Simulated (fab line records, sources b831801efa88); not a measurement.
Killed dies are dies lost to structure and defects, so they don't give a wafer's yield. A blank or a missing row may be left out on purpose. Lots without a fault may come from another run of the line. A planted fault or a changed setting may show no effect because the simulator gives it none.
Which tool did it? | flow gf180mcu | 14 lots, 42 wafers sampled, at 4 steps of a route of 602

WHAT THE GAUGES READ, wafer by wafer
GF_V3_OVL_MEAS_15. Usual: V3_OVL 3 nm, standard deviation 5.6.
lot  | measured     | on         | V3_OVL (nm) | flag
L225 | day 22 05:58 | overlay-01 | -4 8 -2     |
L226 | day 22 19:23 | overlay-01 | -5 -4 0     |
L227 | day 22 21:43 | overlay-01 | -5 3 5      |
L229 | day 24 02:51 | overlay-01 | -1 -2 -7    |
L239 | day 27 06:35 | overlay-02 | 8 6 6       |
L240 | day 27 17:08 | overlay-01 | 6 -4 8      |
L241 | day 28 03:43 | overlay-01 | -4 -3 -3    |
L243 | day 28 08:38 | overlay-02 | -2 4 6      |
L244 | day 28 19:49 | overlay-02 | 16 5 2      |
L245 | day 29 02:10 | overlay-02 | 7 8 9       |
L247 | day 29 10:41 | overlay-02 | -2 5 8      |
L248 | day 29 19:22 | overlay-02 | 2 7 -1      |

GF_V3_RS_MEAS_24: measures by four-point-probe. Usual: V3_W_RS 0.323 ohm/sq, standard deviation 0.0046.
lot  | measured     | on            | V3_W_RS (ohm/sq)  | flag
L225 | day 22 06:55 | film_metro-02 | 0.327 0.327 0.330 |
L226 | day 22 20:21 | film_metro-02 | 0.327 0.319 0.327 |
L227 | day 22 22:40 | film_metro-01 | 0.326 0.320 0.324 |
L229 | day 24 03:46 | film_metro-02 | 0.325 0.325 0.318 |
L239 | day 27 07:35 | film_metro-01 | 0.321 0.331 0.332 |
L240 | day 27 18:04 | film_metro-03 | 0.317 0.329 0.320 |
L241 | day 28 04:39 | film_metro-02 | 0.316 0.319 0.314 |
L243 | day 28 09:34 | film_metro-01 | 0.321 0.321 0.332 |
L244 | day 28 20:44 | film_metro-01 | 0.323 0.326 0.330 |
L245 | day 29 03:05 | film_metro-03 | 0.321 0.322 0.320 |
L247 | day 29 11:36 | film_metro-01 | 0.337 0.325 0.331 |
L248 | day 29 20:38 | film_metro-03 | 0.321 0.320 0.324 |

WHICH TOOL RAN EACH LOT (tool, then ch and the chambers of the sampled wafers, then the start)
lot  | GF_STI_PEB_10                    | GF_M3_SPUTTER_03
L225 | litho_track-02 ch 0, day 2 00:46 | pvd_sputter-02, day 20 05:47
L226 | litho_track-02 ch 0, day 2 06:13 | pvd_sputter-01, day 20 18:48
L227 | litho_track-03 ch 0, day 2 11:35 | pvd_sputter-03, day 20 21:08
L229 | litho_track-03 ch 0, day 3 00:52 | pvd_sputter-01, day 22 03:46
L237 | litho_track-03, day 4 14:19      | -
L238 | litho_track-01, day 4 19:23      | -
L239 | litho_track-03 ch 0, day 5 01:07 | pvd_sputter-03, day 25 11:11
L240 | litho_track-03 ch 0, day 5 08:14 | pvd_sputter-01, day 25 21:20
L241 | litho_track-03 ch 0, day 5 11:32 | pvd_sputter-02, day 26 10:02
L243 | litho_track-01 ch 0, day 5 21:37 | pvd_sputter-03, day 26 15:13
L244 | litho_track-03 ch 0, day 6 02:52 | pvd_sputter-02, day 27 03:05
L245 | litho_track-03 ch 0, day 6 08:37 | pvd_sputter-01, day 27 09:52
L247 | litho_track-03 ch 0, day 6 17:58 | pvd_sputter-01, day 27 18:02
L248 | litho_track-02 ch 0, day 6 23:53 | pvd_sputter-03, day 28 03:17
- GF_STI_PEB_10: peb time 90 s.
- GF_M3_SPUTTER_03: material Ti, target thk 10 nm, time 6.7 s.

WHAT THE TOOLS THEMSELVES READ (means of the sampled wafers that have a number; where no wafer has one, the mark that the record gives instead)
GF_STI_PEB_10. Usual: chill_plate_temp_C 23.02 C, standard deviation 0.11; exhaust_pa 45.0 Pa, standard deviation 0.79; heater_power_total_W 85.69 W, standard deviation 0.088.
lot  | tool           | chill_plate_temp_C (C) | exhaust_pa (Pa) | heater_power_total_W (W) | flag
L225 | litho_track-02 | 23.00                  | 45.1            | 85.80                    |
L226 | litho_track-02 | 22.91                  | 43.9            | 85.70                    |
L227 | litho_track-03 | 23.10                  | 44.8            | 85.69                    |
L229 | litho_track-03 | 23.08                  | 44.8            | 85.71                    |
L237 | litho_track-03 | -                      | -               | -                        | OFF
L238 | litho_track-01 | -                      | -               | -                        | OFF
L239 | litho_track-03 | 22.92                  | 45.4            | 85.69                    |
L240 | litho_track-03 | 23.16                  | 44.7            | 85.70                    |
L241 | litho_track-03 | 22.94                  | 45.6            | 85.60                    |
L243 | litho_track-01 | 23.10                  | 45.1            | 85.63                    |
L244 | litho_track-03 | 23.01                  | 46.1            | 85.72                    |
L245 | litho_track-03 | 22.95                  | 44.8            | 85.76                    |
L247 | litho_track-03 | 23.15                  | 45.0            | 85.71                    |
L248 | litho_track-02 | 23.02                  | 45.2            | 85.75                    |

GF_M3_SPUTTER_03. Usual: throttle_valve_pct 30.1 %, standard deviation 1.
lot  | tool           | throttle_valve_pct (%) | flag
L225 | pvd_sputter-02 | 29.6                   |
L226 | pvd_sputter-01 | 29.7                   |
L227 | pvd_sputter-03 | 30.4                   |
L229 | pvd_sputter-01 | 29.1                   |
L239 | pvd_sputter-03 | 30.3                   |
L240 | pvd_sputter-01 | 29.1                   |
L241 | pvd_sputter-02 | 30.2                   |
L243 | pvd_sputter-03 | 30.2                   |
L244 | pvd_sputter-02 | 30.2                   |
L245 | pvd_sputter-01 | 29.4                   |
L247 | pvd_sputter-01 | 29.5                   |
L248 | pvd_sputter-03 | 30.7                   |

THE ANSWER, worked out from the rows above alone
Rule: a lot is off if the mean of its wafers that have a number lies more than 3 standard deviations from the usual mean. A lot without any number at a reading at which 4 lots or more have one is off too. The other lots that the step has rows for count as sound. The gauges are gone through in route order, then the tools' own readings, and for those a lot's mean is taken as printed above. The first step at which some lot is off is used, and at that step the reading that is off furthest; a lot without a number counts as furthest.
Off: L237, L238, at GF_STI_PEB_10 (chill_plate_temp_C). Without a number there: L237, L238.
A tool fits if, at that step or a process step before it, it ran every lot that is off, and no sound lot after the first of them. None of those tried fits.

WHAT THE SIMULATOR HAD PUT IN
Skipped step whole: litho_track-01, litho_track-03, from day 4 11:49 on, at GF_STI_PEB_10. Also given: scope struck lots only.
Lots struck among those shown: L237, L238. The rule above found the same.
